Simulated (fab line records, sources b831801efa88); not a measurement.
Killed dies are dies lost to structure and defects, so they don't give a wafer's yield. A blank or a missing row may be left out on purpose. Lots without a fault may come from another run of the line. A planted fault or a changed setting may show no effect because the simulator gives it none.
A struck lot beside a sound one | flow sfq_line | 41 steps out of a route of 325
Sound: wafers L513.1, L513.3, L513.5. Struck: wafer L511.6. (L511.2 of the same lot was not struck and is left out.) The cause comes at the end.
At each step with rows: each side's tool, then ch and its chambers, then its first start. Under that, the readings that differ: sound wafers | struck wafers | difference of the means | sigmas: that difference in standard deviations of wafers without a fault.
alike: readings whose means differ by less than 2 such deviations, and words and numbers that are the same on both sides. not compared: withheld readings, readings that some wafer has no value for, bounds like >300 that may hide the same value, and numbers for which the record gives no deviation and whose values overlap.
The two part at a step that has a row with sigmas, a row that says differs or no value, or rows on one side only. Numbers that don't overlap but have no deviation are shown without sigmas and don't part them. A reading that every wafer of one side lacks parts them only if that side has two wafers or more.

first, 1 step without rows for these wafers: SFQ_TRILAYER_M6_DEP_PRE_CLEAN_158 (time 22.5 s).
SFQ_TRILAYER_M6_DEP_SPUTTER_157: material Nb, target thk 200 nm, time 133.3 s.
  sound on pvd_sputter-06, day 73 02:56; struck on pvd_sputter-04, day 72 17:20
  alike: throttle_valve_pct
SFQ_M6_RS_MEAS_938: measures by four-point-probe.
  sound on film_metro-04, day 73 03:01; struck on film_metro-04, day 72 17:26
  alike: M6_NB_RS
then, 6 steps without rows for these wafers: SFQ_TRILAYER_M6_LITHO_COAT_164 (resist thk 62 nm); SFQ_TRILAYER_M6_LITHO_COAT_159 (resist thk 600 nm); SFQ_TRILAYER_M6_LITHO_SOFTBAKE_163; SFQ_TRILAYER_M6_LITHO_EXPOSE_160 (exposes mask M6, target cd 500 nm); SFQ_TRILAYER_M6_LITHO_PEB_162 (peb time 60 s); SFQ_TRILAYER_M6_LITHO_DEVELOP_161 (time 60 s).
SFQ_M6_OVL_MEAS_940:
  sound on overlay-01, day 74 05:35; struck on overlay-01, day 73 18:48
  alike: M6_OVL
then, 1 step without rows for these wafers: SFQ_TRILAYER_M6_BARC_OPEN_METAL_ETCH_206 (etches BARC in O2, target depth 125 nm, time 41.7 s).
SFQ_TRILAYER_M6_ETCH_METAL_ETCH_162: etches Nb in Cl2/Ar, stops on SiO2, target depth 240 nm, time 120 s.
  sound on rie_metal-04 ch 0,1, day 74 05:41; struck on rie_metal-01 ch 1, day 73 18:53
  reading                                             | sound             | struck | difference | sigmas
  oes_product_au (a.u.)                               | 0.900 0.899 0.887 | 0.985  | +0.090     | +13
  run_length_s (s)                                    | 149.0 148.8 148.2 | 114.3  | -34.4      | -72
  model.KrF_of_TRILAYER_M6_LITHO_COAT_159.thk_nm (nm) | 382.4 384.5 380.2 | 425.2  | +42.8      |
  model.etch.depth_nm (nm)                            | 199.4 200.7 200.1 | 168.2  | -31.9      |
  model.M6.feature_depth_nm (nm)                      | 199.4 200.7 200.1 | 168.2  | -31.9      |
  alike: drypump_motor_current_A
  not compared: rf_hours_counter_h
SFQ_TRILAYER_M6_STRIP_STRIP_163: strips in O2.
  sound on rie_metal-04 ch 0,1, day 74 05:49; struck on rie_metal-01 ch 1, day 73 19:01
  alike: drypump_motor_current_A, oes_product_au
  not compared: rf_hours_counter_h
then, 2 steps without rows for these wafers: SFQ_TRILAYER_M6_STRIP_SOLV_CLEAN_164 (cleans in NMP, time 600 s); SFQ_TRILAYER_I6_DEP_PECVD_165 (deposits SiO2 from SiH4/N2O, time 111.11 s, target thk 500 nm).
SFQ_TRILAYER_I6_CMP_CMP_166: polishes SiO2.
  sound on cmp-02 ch 2,3, day 74 07:07; struck on cmp-02 ch 1, day 74 00:07
  reading                 | sound             | struck | difference | sigmas
  edge_zone_pressure_frac | 0.995 1.003 0.998 | 0.986  | -0.013     | -2
  alike: motor_current_A, time_to_endpoint_s
SFQ_I6_BOW_MEAS_941:
  sound on film_metro-01, day 74 10:07; struck on film_metro-01, day 74 01:08
  alike: I6_BOW
then, 7 steps without rows for these wafers: SFQ_TRILAYER_I6_METRO_MEASURE_167; SFQ_TRILAYER_I6_VIA_LITHO_COAT_174 (resist thk 62 nm); SFQ_TRILAYER_I6_VIA_LITHO_COAT_169 (resist thk 650 nm); SFQ_TRILAYER_I6_VIA_LITHO_SOFTBAKE_173; SFQ_TRILAYER_I6_VIA_LITHO_EXPOSE_170 (exposes mask I6, target cd 700 nm); SFQ_TRILAYER_I6_VIA_LITHO_PEB_172 (peb time 60 s); SFQ_TRILAYER_I6_VIA_LITHO_DEVELOP_171 (time 60 s).
SFQ_I6_OVL_MEAS_942:
  sound on overlay-02, day 75 16:02; struck on overlay-02, day 75 06:27
  alike: I6_OVL
then, 2 steps without rows for these wafers: SFQ_TRILAYER_I6_VIA_BARC_OPEN_VIA_ETCH_235 (etches BARC in O2, target depth 125 nm, time 41.7 s); SFQ_TRILAYER_I6_VIA_ETCH_VIA_ETCH_172 (etches SiO2 in CHF3, stops on Nb, target depth 260 nm).
SFQ_TRILAYER_I6_VIA_STRIP_STRIP_173: strips in O2.
  sound on rie_metal-02 ch 1, day 75 16:14; struck on rie_metal-03 ch 1, day 75 06:38
  alike: drypump_motor_current_A, oes_product_au
  not compared: rf_hours_counter_h
then, 3 steps without rows for these wafers: SFQ_TRILAYER_I6_VIA_STRIP_SOLV_CLEAN_174 (cleans in NMP, time 600 s); SFQ_TRILAYER_M7_DEP_PRE_CLEAN_176 (time 22.5 s); SFQ_TRILAYER_M7_DEP_SPUTTER_175 (material Nb, target thk 200 nm, time 133.3 s).
SFQ_M7_RS_MEAS_943: measures by four-point-probe.
  sound on film_metro-01, day 75 17:08; struck on film_metro-01, day 75 07:33
  alike: M7_NB_RS
then, 6 steps without rows for these wafers: SFQ_TRILAYER_M7_LITHO_COAT_182 (resist thk 62 nm); SFQ_TRILAYER_M7_LITHO_COAT_177 (resist thk 600 nm); SFQ_TRILAYER_M7_LITHO_SOFTBAKE_181; SFQ_TRILAYER_M7_LITHO_EXPOSE_178 (exposes mask M7, target cd 500 nm); SFQ_TRILAYER_M7_LITHO_PEB_180 (peb time 60 s); SFQ_TRILAYER_M7_LITHO_DEVELOP_179 (time 60 s).
SFQ_M7_OVL_MEAS_945:
  sound on overlay-01, day 76 16:02; struck on overlay-02, day 76 05:15
  reading     | sound       | struck | difference | sigmas
  M7_OVL (nm) | -19 -17 -22 | 2      | +21        | +3
SFQ_TRILAYER_M7_BARC_OPEN_METAL_ETCH_229: etches BARC in O2, target depth 125 nm, time 41.7 s.
  sound on rie_metal-01 ch 0,1, day 76 16:05; struck on rie_metal-02 ch 1, day 76 05:17
  alike: drypump_motor_current_A, oes_product_au, run_length_s
  not compared: rf_hours_counter_h
-- the record jumps here: 6 days lie between the struck wafers' starts before and after --
SFQ_M8_BOW_MEAS_951:
  sound on film_metro-04, day 82 14:33; struck on film_metro-02, day 82 10:58
  reading                       | sound    | struck | difference | sigmas
  model.etest.m6.comb_log10_ohm | 12 12 12 | 0      | -12        |
  alike: M8_BOW

WHERE THEY PART
First at SFQ_TRILAYER_M6_ETCH_METAL_ETCH_162; last, within this record, at SFQ_M7_OVL_MEAS_945. Later steps at which nothing parts them and some readings are alike: SFQ_TRILAYER_M7_BARC_OPEN_METAL_ETCH_229, SFQ_M8_BOW_MEAS_951.

WHY: what the simulator had put in
Process parameter drift: rie_metal-01, from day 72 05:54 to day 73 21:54, at SFQ_TRILAYER_M6_ETCH_METAL_ETCH_162. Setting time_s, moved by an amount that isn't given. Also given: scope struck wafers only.
